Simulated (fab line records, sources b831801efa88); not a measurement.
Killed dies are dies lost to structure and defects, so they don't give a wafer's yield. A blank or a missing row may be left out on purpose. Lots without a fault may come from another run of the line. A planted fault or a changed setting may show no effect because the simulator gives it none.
fab line records | flow sfq_line
record lots=5 wafers=15 last_day=93
route steps=325 shown M3@126 I3@133 M4@148
lots that met no fault: from a run of the same line without faults
start_h: hours from the record's first day to the start of the lot's first wafer shown | wait_h: hours since the lot's step before | " the same as in the row above | L1.1+2: a row that stands for several wafers | - no value, or no start given | * or withheld: withheld | < > ~ a bound
route shown NAME@n: a module of which the file shows steps, and the number in the route of the first | usual: mean/standard deviation of fault-free wafers | same: alike in all rows | chamber/n: place in a boat | sites: the reading at each site | _std_site: their standard deviation | _edge_site: outer sites' mean less inner sites' | radius_mm: how far each site lies from the wafer's centre | mask NAME#n: copy n | behind: the tool/chamber that last shaped the wafer | hold: why the lot was held/for how many hours/how that ended | device: the transistor (n, p or np) that didn't switch | end of line: the same wafers' tests at the end of the route | a step without rows: its recipe alone | killed: dies lost to structure and defects at the first sort, not the wafer's yield | map: a wafer's dies, x killed, . not, _ none there
set.NAME: the setting as run; set.NAME@STEP: as run at that earlier step | model.NAME: the simulator's own value behind a step, which no gauge read
lots at some steps of the route; a table a step, a row a wafer
services: from which hour (start_h, from the record's first day; less than 0 if before it) a tool's chamber was out of use, for how many hours, and why
## steps
# step SFQ_TRILAYER_M3_LITHO_PEB_078
# recipe peb_temp_c=115 peb_time_s=60 resist=KrF
# usual chill_plate_temp_C=23.01/0.11 heater_power_total_W=79.16/0.059
# columns lot.wafer tool chamber start_h wait_h chill_plate_temp_C heater_power_total_W
L084.1 litho_track-01 0 761.15 1.0 22.79 79.18
L084.2 " 0 " " 22.88 79.05
L084.5 " 0 " " 22.75 79.10
L088.1 litho_track-02 0 795.92 1.0 23.16 79.11
L088.5 " 0 " " 22.98 79.19
L088.6 " 0 " " 23.19 79.16
L089.1 litho_track-03 0 799.52 1.0 23.11 79.29
L089.3 " 0 " " 23.00 79.19
L089.5 " 0 " " 23.07 79.22
L090.2 litho_track-01 0 811.21 0.8 22.92 79.17
L090.3 " 0 " " 22.99 79.21
L090.4 " 0 " " 23.15 79.17
L094.4 litho_track-01 0 831.66 0.5 22.98 79.04
L094.5 " 0 " " 23.03 79.10
L094.6 " 0 " " 23.05 78.99
# step SFQ_TRILAYER_M3_LITHO_DEVELOP_077
# recipe time_s=60 resist=KrF
# usual chill_plate_temp_C=22.99/0.1
# columns lot.wafer tool chamber start_h wait_h chill_plate_temp_C
L084.1 litho_track-01 0 761.30 0.1 22.99
L084.2 " 0 " " 23.09
L084.5 " 0 " " 22.91
L088.1 litho_track-02 0 796.07 0.1 22.96
L088.5 " 0 " " 23.11
L088.6 " 0 " " 23.19
L089.1 litho_track-03 0 799.67 0.1 22.99
L089.3 " 0 " " 23.06
L089.5 " 0 " " 23.13
L090.2 litho_track-01 0 811.36 0.1 22.96
L090.3 " 0 " " 22.94
L090.4 " 0 " " 23.18
L094.4 litho_track-01 0 831.81 0.1 22.97
L094.5 " 0 " " 23.03
L094.6 " 0 " " 23.08
# step SFQ_M3_OVL_MEAS_921
# usual M3_OVL=-2/6.4
# columns lot.wafer tool chamber start_h wait_h M3_OVL[nm]
L084.1 overlay-02 - 761.45 0.1 8
L084.2 " - " " 8
L084.5 " - " " 5
L088.1 overlay-02 - 796.22 0.1 13
L088.5 " - " " 10
L088.6 " - " " 16
L089.1 overlay-02 - 799.82 0.1 -1
L089.3 " - " " -1
L089.5 " - " " 0
L090.2 overlay-01 - 811.49 0.1 1
L090.3 " - " " -10
L090.4 " - " " -2
L094.4 overlay-02 - 831.91 0.1 -13
L094.5 " - " " -1
L094.6 " - " " -8
# step SFQ_TRILAYER_M3_BARC_OPEN_METAL_ETCH_100
# recipe mask_material=PR chemistry=O2 target_depth_nm=125 target=BARC icp_w=600 bias_w=80 pressure_mtorr=10 time_s=41.7
# usual drypump_motor_current_A=5.9/0.66 he_backside_leak_sccm=3.7/0.35 oes_product_au=0.685/0.0046
# columns lot.wafer tool chamber start_h wait_h drypump_motor_current_A he_backside_leak_sccm oes_product_au rf_hours_counter_h
L084.1 rie_metal-04 0 761.49 0.0 5.6 3.6 0.690 134
L084.2 " 1 " " 6.6 3.7 0.683 60
L084.5 " 0 " " 5.6 3.8 0.692 -
L088.1 rie_metal-02 1 796.25 0.0 5.3 3.9 0.689 159
L088.5 " 0 " " 4.6 3.7 0.694 -
L088.6 " 1 " " 5.3 3.7 0.681 -
L089.1 rie_metal-04 1 799.85 0.0 6.6 4.1 0.693 64
L089.3 " 0 " " 5.6 3.7 0.690 -
L089.5 " 0 " " 5.6 3.6 0.689 -
L090.2 rie_metal-01 1 811.52 0.0 6.2 3.5 0.688 10
L090.3 " 0 " " 6.5 3.5 0.682 -
L090.4 " 1 " " 6.2 3.6 0.680 -
L094.4 rie_metal-01 0 831.94 0.0 6.5 3.4 0.675 -
L094.5 " 1 " " 6.2 3.6 0.684 -
L094.6 " 0 " " 6.5 3.6 0.681 -
# step SFQ_TRILAYER_M3_ETCH_METAL_ETCH_078
# recipe target=Nb stop_on=SiO2 mask_material=PR chemistry=Cl2/Ar target_depth_nm=240 icp_w=600 bias_w=80 pressure_mtorr=10 time_s=120
# usual drypump_motor_current_A=5.9/0.66 he_backside_leak_sccm=3.66/0.2 oes_product_au=0.895/0.0073
# columns lot.wafer tool chamber start_h wait_h drypump_motor_current_A he_backside_leak_sccm oes_product_au rf_hours_counter_h
L084.1 rie_metal-04 0 761.55 0.0 5.6 3.11 0.890 134
L084.2 " 1 " " 6.6 3.50 0.903 60
L084.5 " 0 " " 5.6 2.94 0.897 -
L088.1 rie_metal-02 1 796.31 0.0 5.2 3.92 0.883 159
L088.5 " 0 " " 4.6 3.73 0.895 -
L088.6 " 1 " " 5.2 3.96 0.889 -
L089.1 rie_metal-04 1 799.91 0.0 6.6 3.97 0.903 64
L089.3 " 0 " " 5.6 3.57 0.908 -
L089.5 " 0 " " 5.6 3.80 0.905 -
L090.2 rie_metal-01 1 811.58 0.0 6.1 3.62 0.895 10
L090.3 " 0 " " 6.6 3.40 0.899 -
L090.4 " 1 " " 6.2 3.47 0.897 -
L094.4 rie_metal-01 0 832.03 0.1 6.5 3.39 0.893 -
L094.5 " 1 " " 6.2 3.56 0.901 -
L094.6 " 0 " " 6.5 3.38 0.905 -
# step SFQ_TRILAYER_M3_STRIP_STRIP_079
# recipe gas=O2 power_w=200 platen_temp_c=40 overash_fraction=0.65 chemistry=O2 pressure_mtorr=50
# usual drypump_motor_current_A=5.9/0.66 he_backside_leak_sccm=3.68/0.24 oes_product_au=0.997/0.0098
# same overash_fraction=0.65
# columns lot.wafer tool chamber start_h wait_h drypump_motor_current_A he_backside_leak_sccm oes_product_au rf_hours_counter_h
L084.1 rie_metal-04 0 761.67 0.1 5.6 4.04 1.008 134
L084.2 " 1 " " 6.6 3.31 0.987 60
L084.5 " 0 " " 5.6 3.64 1.006 -
L088.1 rie_metal-02 1 796.44 0.1 5.2 3.63 0.994 159
L088.5 " 0 " " 4.6 3.57 0.991 -
L088.6 " 1 " " 5.2 3.78 0.995 -
L089.1 rie_metal-04 1 800.04 0.1 6.6 3.64 0.990 64
L089.3 " 0 " " 5.6 3.71 1.010 -
L089.5 " 0 " " 5.6 3.98 1.001 -
L090.2 rie_metal-01 1 811.71 0.1 6.2 3.53 0.981 10
L090.3 " 0 " " 6.6 3.51 0.980 -
L090.4 " 1 " " 6.2 3.51 0.980 -
L094.4 rie_metal-01 0 832.31 0.2 6.6 3.40 0.981 -
L094.5 " 1 " " 6.2 3.60 0.991 -
L094.6 " 0 " " 6.6 3.33 0.988 -
# step SFQ_TRILAYER_M3_STRIP_SOLV_CLEAN_080
# recipe chemistry=NMP temp_c=70 time_s=600
# columns lot.wafer tool chamber start_h wait_h
L084.1+2+5 wet_bench-03 2,6,3 762.27 0.4
L088.1+5+6 wet_bench-02 4,0,3 797.04 0.4
L089.1+3+5 wet_bench-02 0,1,4 800.64 0.4
L090.2+3+4 wet_bench-02 3,2,5 812.31 0.4
L094.4+5+6 wet_bench-01 1,7,0 832.71 0.2
# step SFQ_TRILAYER_I3_DEP_PECVD_081
# recipe material=SiO2 temp_c=150 time_s=111.11 pressure_torr=2.4 rf_w=183.3 precursor=SiH4/N2O target_thk_nm=500
# usual heater_power_outer_w=21/6.1 heater_power_w=72/13 showerhead_vpp_V=832/30 throttle_valve_pct=24.8/1.4
# columns lot.wafer tool chamber start_h wait_h heater_power_outer_w heater_power_w showerhead_vpp_V throttle_valve_pct
L084.1 pecvd-01 2 762.45 0.0 18 61 911 23.0
L084.2 " 1 " " 27 72 781 22.7
L084.5 " 2 " " 20 63 892 23.2
L088.1 pecvd-02 0 797.21 0.0 23 77 846 24.2
L088.5 " 2 " " 17 62 846 24.5
L088.6 " 0 " " 24 80 845 24.0
L089.1 pecvd-01 2 800.81 0.0 18 62 928 23.6
L089.3 " 0 " " 32 85 814 23.7
L089.5 " 0 " " 33 88 817 23.4
L090.2 pecvd-02 2 812.48 0.0 16 58 839 24.3
L090.3 " 0 " " 23 77 844 24.3
L090.4 " 2 " " 17 59 832 24.3
L094.4 pecvd-02 0 832.92 0.0 24 79 846 24.3
L094.5 " 2 " " 8 49 844 24.1
L094.6 " 1 " " 12 68 812 27.5
# step SFQ_TRILAYER_I3_CMP_CMP_082
# recipe material=SiO2 down_force_psi=3 platen_rpm=60 pad_velocity_m_s=0.94248
# usual edge_zone_pressure_frac=1.000/0.0044 motor_current_A=10.3/0.98 slurry_flow_ml_min=150.0/0.47 time_to_endpoint_s=218/8
# columns lot.wafer tool chamber start_h wait_h edge_zone_pressure_frac motor_current_A slurry_flow_ml_min time_to_endpoint_s
L084.1 cmp-01 1 778.98 16.5 0.998 12.3 150.3 204
L084.2 " 2 " " 1.005 10.7 150.0 214
L084.5 " 3 " " 0.995 10.4 149.8 212
L088.1 cmp-01 2 806.80 9.5 1.002 10.4 150.7 219
L088.5 " 0 807.80 10.5 0.996 8.8 149.5 210
L088.6 " 1 " " 0.999 11.3 149.9 214
L089.1 cmp-02 2 809.17 8.3 0.994 9.2 149.5 215
L089.3 " 3 " " 1.001 10.5 150.0 206
L089.5 " 1 810.67 9.8 0.997 10.4 150.3 209
L090.3 cmp-02 1 812.56 0.0 0.998 11.0 150.3 219
L090.4 " 2 " " 1.006 9.2 150.4 233
L090.2 " 0 814.06 1.5 1.004 10.3 149.3 235
L094.4 cmp-02 0 832.98 0.0 1.000 10.5 150.6 224
L094.6 " 0 834.98 2.0 1.003 10.0 150.2 220
L094.5 " 1 " " 1.003 10.9 149.7 213
# step SFQ_I3_BOW_MEAS_922
# recipe mode=bow
# usual I3_BOW=1/9.5
# columns lot.wafer tool chamber start_h wait_h I3_BOW[um]
L084.1 film_metro-01 - 780.98 1.5 10
L084.2 " - " " 13
L084.5 " - " " -5
L088.1 film_metro-01 - 808.80 1.5 4
L088.5 " - " " 10
L088.6 " - " " 12
L089.1 film_metro-02 - 811.17 1.5 -8
L089.3 " - " " -9
L089.5 " - " " -16
L090.2 film_metro-03 - 815.58 1.0 -1
L090.3 " - " " -3
L090.4 " - " " -3
L094.4 film_metro-02 - 836.04 2.6 16
L094.5 " - " " 9
L094.6 " - " " 14
# step SFQ_TRILAYER_I3_METRO_MEASURE_083
# usual thk_nm=200.5/1.2
# columns lot.wafer tool chamber start_h wait_h thk_nm
L084.1 film_metro-01 - 781.10 0.1 200.5
L084.2 " - " " 202.2
L084.5 " - " " 200.2
L088.1 film_metro-01 - 808.92 0.1 201.5
L088.5 " - " " 199.7
L088.6 " - " " 199.0
L089.1 film_metro-02 - 811.29 0.1 202.1
L089.3 " - " " 200.6
L089.5 " - " " 200.8
L090.2 film_metro-03 - 815.88 0.3 202.3
L090.3 " - " " 199.7
L090.4 " - " " 201.6
L094.4 film_metro-02 - 836.70 0.6 202.0
L094.5 " - " " 199.6
L094.6 " - " " 201.5
# step SFQ_TRILAYER_I3_VIA_LITHO_COAT_090
# recipe resist=BARC spin_rpm=3000 resist_thk_nm=62
# usual chill_plate_temp_C=23.00/0.12 dispense_pressure_kPa=50/3.9
# columns lot.wafer tool chamber start_h wait_h chill_plate_temp_C dispense_pressure_kPa
L084.1 litho_track-03 0 782.30 1.0 22.97 48
L084.2 " 0 " " 23.04 48
L084.5 " 0 " " 23.07 48
L088.1 litho_track-01 0 810.24 1.1 22.90 47
L088.5 " 0 " " 22.79 47
L088.6 " 0 " " 22.91 47
L089.1 litho_track-04 0 812.55 1.1 23.14 56
L089.3 " 0 " " 22.96 56
L089.5 " 0 " " 23.08 56
L090.2 litho_track-03 0 816.93 0.8 22.94 48
L090.3 " 0 " " 22.83 48
L090.4 " 0 " " 22.85 48
L094.4 litho_track-01 0 837.45 0.6 22.92 47
L094.5 " 0 " " 22.90 47
L094.6 " 0 " " 22.81 47
# step SFQ_TRILAYER_I3_VIA_LITHO_COAT_085
# recipe resist=KrF spin_rpm=3000 resist_thk_nm=650
# usual chill_plate_temp_C=22.99/0.097 dispense_pressure_kPa=50/3.9
# columns lot.wafer tool chamber start_h wait_h chill_plate_temp_C dispense_pressure_kPa
L084.1 litho_track-03 0 782.60 0.2 23.01 48
L084.2 " 0 " " 23.01 48
L084.5 " 0 " " 22.99 48
L088.1 litho_track-01 0 810.54 0.2 23.04 47
L088.5 " 0 " " 22.94 47
L088.6 " 0 " " 23.08 47
L089.1 litho_track-04 0 812.85 0.2 22.98 56
L089.3 " 0 " " 22.93 56
L089.5 " 0 " " 22.99 56
L090.2 litho_track-03 0 817.23 0.2 22.91 48
L090.3 " 0 " " 22.94 48
L090.4 " 0 " " 22.98 48
L094.4 litho_track-01 0 837.75 0.2 23.16 47
L094.5 " 0 " " 23.06 47
L094.6 " 0 " " 23.12 47
# step SFQ_TRILAYER_I3_VIA_LITHO_SOFTBAKE_089
# recipe temp_c=withheld time_s=withheld resist=KrF
# usual chill_plate_temp_C=*
# columns lot.wafer tool chamber start_h wait_h chill_plate_temp_C
L084.1 litho_track-03 0 782.90 0.2 *
L084.2 " 0 " " *
L084.5 " 0 " " *
L088.1 litho_track-01 0 810.84 0.2 *
L088.5 " 0 " " *
L088.6 " 0 " " *
L089.1 litho_track-04 0 813.15 0.2 *
L089.3 " 0 " " *
L089.5 " 0 " " *
L090.2 litho_track-03 0 817.51 0.2 *
L090.3 " 0 " " *
L090.4 " 0 " " *
L094.4 litho_track-01 0 837.97 0.2 *
L094.5 " 0 " " *
L094.6 " 0 " " *
# step SFQ_TRILAYER_I3_VIA_LITHO_EXPOSE_086
# recipe mask_id=I3 na=0.6 source_shape=conventional sigma_outer=0.65 target_cd_nm=500 dose_mj=21.3
# same sigma_outer=0.65
# columns lot.wafer tool chamber start_h wait_h mask
L084.1+2+5 krf_scanner-02 0 925.66 - I3#0
L088.1+5+6 krf_scanner-02 0 963.11 - I3#0
L089.1+3+5 krf_scanner-02 0 967.91 - I3#0
L090.2+3+4 krf_scanner-01 0 973.04 - I3#0
L094.4+5+6 krf_scanner-02 0 997.60 - I3#0
# step SFQ_TRILAYER_I3_VIA_LITHO_PEB_088
# recipe peb_temp_c=115 peb_time_s=60 resist=KrF
# usual chill_plate_temp_C=22.99/0.11 heater_power_total_W=79.15/0.069
# columns lot.wafer tool chamber start_h wait_h chill_plate_temp_C heater_power_total_W
L084.1 litho_track-03 0 926.86 1.0 23.14 79.20
L084.2 " 0 " " 22.98 79.15
L084.5 " 0 " " 23.06 79.18
L088.1 litho_track-04 0 964.31 1.0 22.94 79.22
L088.5 " 0 " " 23.02 79.10
L088.6 " 0 " " 22.98 79.24
L089.1 litho_track-01 0 969.11 1.0 22.92 79.01
L089.3 " 0 " " 22.97 79.20
L089.5 " 0 " " 22.92 78.99
L090.2 litho_track-01 0 974.06 0.8 22.84 79.21
L090.3 " 0 " " 22.75 79.02
L090.4 " 0 " " 22.96 79.06
L094.4 litho_track-03 0 998.27 0.5 22.96 79.04
L094.5 " 0 " " 22.78 79.10
L094.6 " 0 " " 23.11 79.15
# step SFQ_TRILAYER_I3_VIA_LITHO_DEVELOP_087
# recipe time_s=60 resist=KrF
# usual chill_plate_temp_C=22.98/0.12
# columns lot.wafer tool chamber start_h wait_h chill_plate_temp_C
L084.1 litho_track-03 0 927.01 0.1 22.95
L084.2 " 0 " " 22.98
L084.5 " 0 " " 22.88
L088.1 litho_track-04 0 964.46 0.1 23.12
L088.5 " 0 " " 22.87
L088.6 " 0 " " 23.16
L089.1 litho_track-01 0 969.26 0.1 23.04
L089.3 " 0 " " 23.07
L089.5 " 0 " " 23.00
L090.2 litho_track-01 0 974.21 0.1 22.93
L090.3 " 0 " " 22.98
L090.4 " 0 " " 22.93
L094.4 litho_track-03 0 998.42 0.1 22.78
L094.5 " 0 " " 22.96
L094.6 " 0 " " 22.98
# step SFQ_I3_OVL_MEAS_923
# usual I3_OVL=0/6.4
# columns lot.wafer tool chamber start_h wait_h I3_OVL[nm]
L084.1 overlay-02 - 927.16 0.1 2
L084.2 " - " " -1
L084.5 " - " " -3
L088.1 overlay-01 - 964.61 0.1 3
L088.5 " - " " 2
L088.6 " - " " -1
L089.1 overlay-01 - 969.41 0.1 12
L089.3 " - " " 11
L089.5 " - " " 7
L090.2 overlay-02 - 974.35 0.1 -12
L090.3 " - " " -17
L090.4 " - " " -13
L094.4 overlay-02 - 998.52 0.1 2
L094.5 " - " " 10
L094.6 " - " " -1
# step SFQ_TRILAYER_I3_VIA_BARC_OPEN_VIA_ETCH_121
# recipe mask_material=PR chemistry=O2 target_depth_nm=125 target=BARC source_w=500 bias_w=80 pressure_mtorr=30 time_s=41.7
# usual drypump_motor_current_A=5.6/0.37 oes_product_au=0.685/0.0048
# columns lot.wafer tool chamber start_h wait_h drypump_motor_current_A oes_product_au rf_hours_counter_h
L084.1 rie_diel-04 0 927.20 0.0 5.0 0.684 5
L084.2 " 3 " " 5.6 0.683 10
L084.5 " 1 " " 5.2 0.685 -
L088.1 rie_diel-04 2 964.65 0.0 6.0 0.681 4
L088.5 " 0 " " 5.0 0.688 -
L088.6 " 3 " " 5.6 0.683 -
L089.1 rie_diel-03 3 969.45 0.0 5.1 0.683 9
L089.3 " 1 " " 5.8 0.691 6
L089.5 " 3 " " 5.1 0.690 -
L090.2 rie_diel-01 1 974.38 0.0 6.1 0.679 1
L090.3 " 2 " " 5.6 0.687 8
L090.4 " 0 " " 5.2 0.683 -
L094.4 rie_diel-03 3 998.56 0.0 5.1 0.681 -
L094.5 " 0 " " 5.9 0.679 -
L094.6 " 1 " " 5.8 0.687 -
# step SFQ_TRILAYER_I3_VIA_ETCH_VIA_ETCH_088
# recipe target=SiO2 stop_on=Nb mask_material=PR taper_deg=20 chemistry=CHF3 target_depth_nm=260 source_w=500 bias_w=80 pressure_mtorr=30 time_s=withheld
# usual drypump_motor_current_A=5.6/0.38 oes_product_au=0.856/0.0058
# columns lot.wafer tool chamber start_h wait_h drypump_motor_current_A oes_product_au
L084.1 rie_diel-04 0 927.24 0.0 5.0 0.858
L084.2 " 3 " " 5.6 0.861
L084.5 " 1 " " 5.2 0.851
L088.1 rie_diel-04 2 964.69 0.0 6.0 0.857
L088.5 " 0 " " 5.0 0.856
L088.6 " 3 " " 5.6 0.844
L089.1 rie_diel-03 3 969.49 0.0 5.1 0.861
L089.3 " 1 " " 5.8 0.854
L089.5 " 3 " " 5.1 0.856
L090.2 rie_diel-01 1 974.42 0.0 6.1 0.863
L090.3 " 2 " " 5.6 0.852
L090.4 " 0 " " 5.2 0.857
L094.4 rie_diel-03 3 998.63 0.1 5.1 0.863
L094.5 " 0 " " 5.9 0.853
L094.6 " 1 " " 5.8 0.857
# step SFQ_TRILAYER_I3_VIA_STRIP_STRIP_089
# recipe gas=O2 power_w=200 platen_temp_c=40 overash_fraction=0.65 chemistry=O2 pressure_mtorr=50
# usual drypump_motor_current_A=6.1/0.36 he_backside_leak_sccm=3.65/0.22 oes_product_au=0.994/0.01
# same overash_fraction=0.65
# columns lot.wafer tool chamber start_h wait_h drypump_motor_current_A he_backside_leak_sccm oes_product_au rf_hours_counter_h
L084.1 rie_metal-04 1 927.35 - 6.6 3.72 0.994 81
L084.2 " 0 " " 5.6 3.50 1.015 156
L084.5 " 0 " " 5.6 3.83 1.006 -
L088.1 rie_metal-03 1 964.80 - 5.7 3.63 1.002 148
L088.5 " 1 " " 5.7 3.62 1.007 -
L088.6 " 0 " " 5.9 3.84 0.992 -
L089.1 rie_metal-01 1 969.60 - 6.2 3.64 0.973 28
L089.3 " 1 " " 6.2 3.60 0.981 -
L089.5 " 1 " " 6.2 3.63 0.974 -
L090.2 rie_metal-03 1 974.53 - 5.8 3.62 0.991 148
L090.3 " 0 " " 5.9 4.18 0.989 -
L090.4 " 1 " " 5.7 3.58 1.001 -
L094.4 rie_metal-03 0 998.89 - 5.9 3.98 0.999 -
L094.5 " 0 " " 5.9 3.88 0.995 -
L094.6 " 1 " " 5.7 3.46 0.999 -
# step SFQ_TRILAYER_I3_VIA_STRIP_SOLV_CLEAN_090
# recipe chemistry=NMP temp_c=70 time_s=600
# columns lot.wafer tool chamber start_h wait_h
L084.1+2+5 wet_bench-03 0,2,1 927.95 0.4
L088.1+5+6 wet_bench-04 5,3,4 965.40 0.4
L089.1+3+5 wet_bench-04 7,1,6 970.20 0.4
L090.2+3+4 wet_bench-03 3,0,4 975.13 0.4
L094.4+5+6 wet_bench-04 1,4,5 999.29 0.2
# step SFQ_TRILAYER_M4_DEP_PRE_CLEAN_092
# recipe gas=Ar time_s=22.5 bias_v=250
# columns lot.wafer tool chamber start_h wait_h
L084.1+2+5 pvd_sputter-06 - 928.14 0.0
L088.1+5+6 pvd_sputter-04 - 965.59 0.0
L089.1+3+5 pvd_sputter-06 - 970.39 0.0
L090.2+3+4 pvd_sputter-03 - 975.30 0.0
L094.4+5+6 pvd_sputter-04 - 999.46 0.0
# step SFQ_TRILAYER_M4_DEP_SPUTTER_091
# recipe material=Nb base_pressure_pa=1.33e-06 chamber_pressure_pa=0.1333 substrate_temp_c=20 resputter_cathode_voltage_v=400 target_thk_nm=200 power_w=2000 time_s=133.3
# usual resputter_cathode_voltage_v=400/4 throttle_valve_pct=29.6/0.87
# columns lot.wafer tool chamber start_h wait_h resputter_cathode_voltage_v throttle_valve_pct
L084.1 pvd_sputter-06 - 928.17 0.0 393 29.2
L084.2 " - " " 396 28.7
L084.5 " - " " 397 29.1
L088.1 pvd_sputter-04 - 965.62 0.0 401 30.5
L088.5 " - " " 399 30.8
L088.6 " - " " 405 30.7
L089.1 pvd_sputter-06 - 970.42 0.0 396 29.8
L089.3 " - " " 402 28.7
L089.5 " - " " 402 29.8
L090.2 pvd_sputter-03 - 975.33 0.0 401 29.0
L090.3 " - " " 398 29.7
L090.4 " - " " 403 29.8
L094.4 pvd_sputter-04 - 999.49 0.0 396 29.0
L094.5 " - " " 396 30.7
L094.6 " - " " 406 29.0
# step SFQ_M4_RS_MEAS_924
# recipe thk_meas_gauge=four-point-probe reads=Nb_of_TRILAYER_M4_DEP_SPUTTER_091
# usual M4_NB_RS=0.886/0.0098
# columns lot.wafer tool chamber start_h wait_h M4_NB_RS[ohm/sq]
L084.1 film_metro-03 - 928.26 0.0 0.887
L084.2 " - " " 0.870
L084.5 " - " " 0.868
L088.1 film_metro-02 - 965.71 0.0 0.874
L088.5 " - " " 0.870
L088.6 " - " " 0.882
L089.1 film_metro-03 - 970.51 0.0 0.874
L089.3 " - " " 0.862
L089.5 " - " " 0.874
L090.2 film_metro-03 - 975.44 0.1 0.892
L090.3 " - " " 0.895
L090.4 " - " " 0.883
L094.4 film_metro-04 - 999.64 0.1 0.880
L094.5 " - " " 0.872
L094.6 " - " " 0.876
# step SFQ_TRILAYER_M4_LITHO_COAT_098
# recipe resist=BARC spin_rpm=3000 resist_thk_nm=62
# usual chill_plate_temp_C=22.99/0.11 dispense_pressure_kPa=52/3.5
# columns lot.wafer tool chamber start_h wait_h chill_plate_temp_C dispense_pressure_kPa
L084.1 litho_track-03 0 928.44 0.1 22.95 48
L084.2 " 0 " " 22.85 48
L084.5 " 0 " " 23.08 48
L088.1 litho_track-04 0 965.89 0.1 22.98 56
L088.5 " 0 " " 23.13 56
L088.6 " 0 " " 23.13 56
L089.1 litho_track-04 0 970.69 0.1 22.86 56
L089.3 " 0 " " 22.93 56
L089.5 " 0 " " 23.04 56
L090.2 litho_track-04 0 975.65 0.1 23.10 56
L090.3 " 0 " " 22.96 56
L090.4 " 0 " " 23.06 56
L094.4 litho_track-03 0 999.91 0.2 22.89 48
L094.5 " 0 " " 22.90 48
L094.6 " 0 " " 22.75 48
# step SFQ_TRILAYER_M4_LITHO_COAT_093
# recipe resist=KrF spin_rpm=3000 resist_thk_nm=600
# usual chill_plate_temp_C=23.00/0.095 dispense_pressure_kPa=52/3.5
# columns lot.wafer tool chamber start_h wait_h chill_plate_temp_C dispense_pressure_kPa
L084.1 litho_track-03 0 928.74 0.2 23.04 48
L084.2 " 0 " " 23.04 48
L084.5 " 0 " " 23.09 48
L088.1 litho_track-04 0 966.19 0.2 22.89 56
L088.5 " 0 " " 23.00 56
L088.6 " 0 " " 23.03 56
L089.1 litho_track-04 0 970.99 0.2 22.84 56
L089.3 " 0 " " 23.00 56
L089.5 " 0 " " 23.03 56
L090.2 litho_track-04 0 975.95 0.2 22.98 56
L090.3 " 0 " " 23.06 56
L090.4 " 0 " " 23.05 56
L094.4 litho_track-03 0 1000.21 0.2 23.02 48
L094.5 " 0 " " 22.95 48
L094.6 " 0 " " 23.03 48
# step SFQ_TRILAYER_M4_LITHO_SOFTBAKE_097
# recipe temp_c=withheld time_s=withheld resist=KrF
# usual chill_plate_temp_C=*
# columns lot.wafer tool chamber start_h wait_h chill_plate_temp_C
L084.1 litho_track-03 0 929.04 0.2 *
L084.2 " 0 " " *
L084.5 " 0 " " *
L088.1 litho_track-04 0 966.49 0.2 *
L088.5 " 0 " " *
L088.6 " 0 " " *
L089.1 litho_track-04 0 971.29 0.2 *
L089.3 " 0 " " *
L089.5 " 0 " " *
L090.2 litho_track-04 0 976.23 0.2 *
L090.3 " 0 " " *
L090.4 " 0 " " *
L094.4 litho_track-03 0 1000.44 0.2 *
L094.5 " 0 " " *
L094.6 " 0 " " *
# step SFQ_TRILAYER_M4_LITHO_EXPOSE_094
# recipe mask_id=M4 na=0.6 source_shape=conventional sigma_outer=0.65 target_cd_nm=500 dose_mj=14.4
# same sigma_outer=0.65
# columns lot.wafer tool chamber start_h wait_h mask
L084.1+2+5 krf_scanner-02 0 1079.48 - M4#0
L088.1+5+6 krf_scanner-02 0 1111.88 - M4#0
L089.1+3+5 krf_scanner-01 0 1115.62 - M4#0
L090.2+3+4 krf_scanner-01 0 1119.42 - M4#0
L094.4+5+6 krf_scanner-01 0 1149.82 - M4#0
# step SFQ_TRILAYER_M4_LITHO_PEB_096
# recipe peb_temp_c=115 peb_time_s=60 resist=KrF
# usual chill_plate_temp_C=23.01/0.11 heater_power_total_W=79.15/0.068
# columns lot.wafer tool chamber start_h wait_h chill_plate_temp_C heater_power_total_W
L084.1 litho_track-03 0 1080.68 1.0 23.00 79.16
L084.2 " 0 " " 22.76 79.19
L084.5 " 0 " " 23.01 79.17
L088.1 litho_track-02 0 1113.08 1.0 22.97 79.14
L088.5 " 0 " " 23.02 79.19
L088.6 " 0 " " 22.98 79.06
L089.1 litho_track-03 0 1116.82 1.0 23.00 79.09
L089.3 " 0 " " 23.01 78.99
L089.5 " 0 " " 23.09 79.04
L090.2 litho_track-02 0 1120.44 0.8 23.11 79.25
L090.3 " 0 " " 23.16 79.18
L090.4 " 0 " " 23.00 79.17
L094.4 litho_track-04 0 1150.49 0.5 23.07 79.13
L094.5 " 0 " " 23.01 79.23
L094.6 " 0 " " 22.96 79.02
# step SFQ_TRILAYER_M4_LITHO_DEVELOP_095
# recipe time_s=60 resist=KrF
# usual chill_plate_temp_C=22.99/0.11
# columns lot.wafer tool chamber start_h wait_h chill_plate_temp_C
L084.1 litho_track-03 0 1080.83 0.1 23.02
L084.2 " 0 " " 23.11
L084.5 " 0 " " 22.86
L088.1 litho_track-02 0 1113.23 0.1 23.16
L088.5 " 0 " " 23.02
L088.6 " 0 " " 23.01
L089.1 litho_track-03 0 1116.97 0.1 23.14
L089.3 " 0 " " 23.06
L089.5 " 0 " " 23.04
L090.2 litho_track-02 0 1120.59 0.1 22.83
L090.3 " 0 " " 22.95
L090.4 " 0 " " 22.78
L094.4 litho_track-04 0 1150.64 0.1 22.94
L094.5 " 0 " " 22.89
L094.6 " 0 " " 22.99
# step SFQ_M4_OVL_MEAS_926
# usual M4_OVL=-3/5.3
# columns lot.wafer tool chamber start_h wait_h M4_OVL[nm]
L084.1 overlay-02 - 1080.98 0.1 -10
L084.2 " - " " -13
L084.5 " - " " -12
L088.1 overlay-01 - 1113.38 0.1 -5
L088.5 " - " " -12
L088.6 " - " " -13
L089.1 overlay-01 - 1117.12 0.1 4
L089.3 " - " " 3
L089.5 " - " " 2
L090.2 overlay-01 - 1120.72 0.1 -5
L090.3 " - " " -5
L090.4 " - " " -2
L094.4 overlay-01 - 1150.73 0.1 -10
L094.5 " - " " -13
L094.6 " - " " -6
## services
# columns tool chamber start_h hours kind
rie_metal-01 0 763.11 11.3 repair
krf_scanner-02 - 768.62 0.3 repair
rie_metal-04 - 769.99 0.4 repair
krf_scanner-02 - 781.72 1.0 pm
krf_scanner-02 - 800.72 0.8 pm
rie_metal-01 - 821.76 0.6 repair
krf_scanner-02 - 864.21 10.8 repair
krf_scanner-02 - 874.98 1.3 pm
rie_metal-04 - 883.18 0.6 repair
krf_scanner-02 - 950.86 1.0 pm
rie_metal-04 1 958.72 2.3 repair
krf_scanner-02 - 969.11 0.8 pm
krf_scanner-02 - 981.82 4.4 pm
krf_scanner-02 - 1002.82 1.0 repair
krf_scanner-02 - 1005.59 0.7 repair
rie_metal-01 - 1031.34 1.7 repair
krf_scanner-02 - 1050.43 1.3 pm
rie_metal-01 1 1070.67 6.6 repair
rie_metal-01 - 1075.53 2.8 pm
rie_metal-01 1 1079.35 1.3 repair
rie_metal-01 0 1082.57 9.3 repair
krf_scanner-02 - 1113.08 3.6 pm
krf_scanner-02 - 1117.95 0.8 pm
rie_metal-01 1 1127.93 5.8 repair
## key
fault none
